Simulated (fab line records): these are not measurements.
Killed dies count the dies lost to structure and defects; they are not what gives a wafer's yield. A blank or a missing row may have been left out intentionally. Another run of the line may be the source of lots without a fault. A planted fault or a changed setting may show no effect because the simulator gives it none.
Which tool was responsible? ; flow gf180mcu ; 18 wafers from 6 lots sampled at 2 of the route's 602 steps

WHAT EACH GAUGE READ, for each wafer
GF_HV_LDD_CD_MEAS_07: the cd target is 400 nm.
lot;measured;on;cd nm (nm)
L659;day 11 09:05;cd sem-01;403.6 403.1 402.9
L661;day 11 19:01;cd sem-02;400.4 400.1 399.8
L664;day 12 14:56;cd sem-01;396.3 399.2 401.4
L673;day 15 10:05;cd sem-02;365.5 363.3 364.3
L675;day 15 21:37;cd sem-01;397.3 397.6 396.2
L679;day 17 07:34;cd sem-01;399.4 398.7 400.9

TOOL THAT RAN EACH LOT (tool first, then ch and the chambers of the sampled wafers, then the start)
lot;GF_HV_LDD_EXPOSE_04
L659;iline stepper-02 ch 0, day 10 23:52
L661;iline stepper-02 ch 0, day 11 10:03
L664;iline stepper-02 ch 0, day 12 05:24
L673;iline stepper-02 ch 0, day 14 23:35
L675;iline stepper-01 ch 0, day 15 11:19
L679;iline stepper-01 ch 0, day 16 20:55
- GF_HV_LDD_EXPOSE_04: exposes mask Nplus LV AREA, target cd 400 nm.

THE ANSWER, worked out from the rows above alone
Rule: usual is defined by the lots themselves. Put in order of their means at a reading, lots are off if they are a third of the lots or fewer, leave a main group of 4 or more, and stand apart from it by a gap of 3 or more times the standard deviation of the main group's means; of several such gaps the widest counts. Not used: any main group whose means are identical at the precision the tables above print for the reading. Also off: a lot with no number at a reading for which 4 or more lots have one. The other lots that the step has rows for count as sound.
Off, at GF_HV_LDD_CD_MEAS_07 on cd nm: L673. The main group has a mean of 399.8 nm with a standard deviation of 2.
If a tool, at a process step before that reading, ran all the lots that are off and no sound lot after the first of them, it fits. The gauges at GF_HV_LDD_CD_MEAS_07 are tried like those tools. This does not decide it: 2 tools fit, namely iline stepper-02 at GF_HV_LDD_EXPOSE_04 and cd sem-02 at GF_HV_LDD_CD_MEAS_07.

WHAT WAS PUT IN BY THE SIMULATOR
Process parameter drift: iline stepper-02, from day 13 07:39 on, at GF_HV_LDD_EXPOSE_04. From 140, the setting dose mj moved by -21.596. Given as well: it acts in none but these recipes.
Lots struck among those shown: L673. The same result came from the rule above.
